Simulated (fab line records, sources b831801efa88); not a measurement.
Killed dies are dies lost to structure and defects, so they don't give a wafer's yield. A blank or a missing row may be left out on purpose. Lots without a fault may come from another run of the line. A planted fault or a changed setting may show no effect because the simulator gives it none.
A struck lot beside a sound one | flow sky130 | 18 steps out of a route of 708
Sound: wafers L452.1, L452.2, L452.3. Struck: wafers L456.3, L456.5. The cause comes at the end.
At each step with rows: each side's tool, then ch and its chambers, then its first start. Under that, the readings that differ: sound wafers | struck wafers | difference of the means | sigmas: that difference in standard deviations of wafers without a fault.
alike: readings whose means differ by less than 2 such deviations, and words and numbers that are the same on both sides. not compared: withheld readings, readings that some wafer has no value for, bounds like >300 that may hide the same value, and numbers for which the record gives no deviation and whose values overlap.
The two part at a step that has a row with sigmas, a row that says differs or no value, or rows on one side only. Numbers that don't overlap but have no deviation are shown without sigmas and don't part them. A reading that every wafer of one side lacks parts them only if that side has two wafers or more.

first, 3 steps without rows for these wafers: SKY_POLY_CUT_EXPOSE_05 (exposes mask NPCM, target cd 270 nm); SKY_POLY_CUT_PEB_06; SKY_POLY_CUT_DEVELOP_07 (develop time 60 s).
SKY_POLY_CUT_CD_MEAS_08: target cd 270 nm.
  sound on cd_sem-02, day 24 05:49; struck on cd_sem-02, day 25 15:08
  alike: cd_nm
SKY_POLY_CUT_OVL_MEAS_09:
  sound on overlay-02, day 24 05:56; struck on overlay-01, day 25 15:14
  alike: POLY_CUT_OVL
SKY_POLY_CUT_ETCH_10: etches BARC in N2/H2, stops on SiO2, time 45.9 s, target depth 60 nm.
  sound on rie_diel-02 ch 0,2,3, day 24 05:58; struck on rie_diel-03 ch 0, day 25 15:17
  reading                | sound    | struck | difference                    | sigmas
  rf_hours_counter_h (h) | 36 67 75 | - -    | no value on the struck wafers |
  alike: drypump_motor_current_A, oes_product_au, rf_fwd_power_W, throttle_valve_pct
SKY_POLY_CUT_ETCH_11: etches Si3N4 in CF4/CH2F2/Ar, stops on poly-Si, time 42.5 s, target depth 60 nm.
  sound on rie_diel-02 ch 0,2,3, day 24 06:01; struck on rie_diel-03 ch 0, day 25 15:20
  reading                | sound    | struck | difference                    | sigmas
  rf_hours_counter_h (h) | 36 67 75 | - -    | no value on the struck wafers |
  alike: drypump_motor_current_A, oes_product_au, rf_fwd_power_W, throttle_valve_pct
SKY_POLY_CUT_STRIP_12: strips in O2/N2.
  sound on plasma_asher-03 ch 0,1, day 24 06:03; struck on plasma_asher-02 ch 0,1, day 25 15:25
  alike: drypump_motor_current_A, oes_product_au, strip_time_to_endpoint_s
  not compared: rf_hours_counter_h
then, 4 steps without rows for these wafers: SKY_SD_P_DEHYDRATE_00 (time 60 s); SKY_SD_P_HMDS_01 (prime time 60 s); SKY_SD_P_COAT_02 (resist thk 1140 nm); SKY_SD_P_SOFTBAKE_03 (time 60 s).
SKY_SD_P_EXPOSE_04: exposes mask PSDM, target cd 380 nm.
  sound on iline_stepper-01 ch 0, day 24 21:20; struck on iline_stepper-02 ch 0, day 26 05:56
  reading              | sound                | struck        | difference | sigmas
  exposure_dose_mJ_cm2 | 138.23 138.18 138.30 | 137.97 137.83 | -0.34      | -2
  alike: mask
then, 2 steps without rows for these wafers: SKY_SD_P_PEB_05; SKY_SD_P_DEVELOP_06 (develop time 60 s).
SKY_SD_P_CD_MEAS_07: target cd 380 nm.
  sound on cd_sem-01, day 25 12:01; struck on cd_sem-01, day 26 20:32
  reading    | sound             | struck      | difference | sigmas
  cd_nm (nm) | 382.0 378.4 379.5 | 371.1 371.7 | -8.6       | -3
  not compared: hold
SKY_SD_P_OVL_MEAS_08:
  sound on overlay-02, day 25 12:08; struck on overlay-01, day 26 20:38
  alike: SD_P_OVL
  not compared: hold
-- the record jumps here: 20 days lie between the struck wafers' starts before and after (it left off in module SD_P and takes up again in module PAD_OPEN, whose first step shown is number 708 of the route) --
SKY_PAD_OPEN_PROBE_99:
  sound on prober-02, day 45 21:56; struck on prober-02, day 46 22:51
  alike: killed_at_M0_to_M3, killed_at_M4_up, killed_at_contacts, killed_at_front_end, killed_dies, killed_open, killed_short

WHERE THEY PART
First at SKY_POLY_CUT_ETCH_10; last, within this record, at SKY_SD_P_CD_MEAS_07. Later steps at which nothing parts them and some readings are alike: SKY_SD_P_OVL_MEAS_08, SKY_PAD_OPEN_PROBE_99.

WHY: what the simulator had put in
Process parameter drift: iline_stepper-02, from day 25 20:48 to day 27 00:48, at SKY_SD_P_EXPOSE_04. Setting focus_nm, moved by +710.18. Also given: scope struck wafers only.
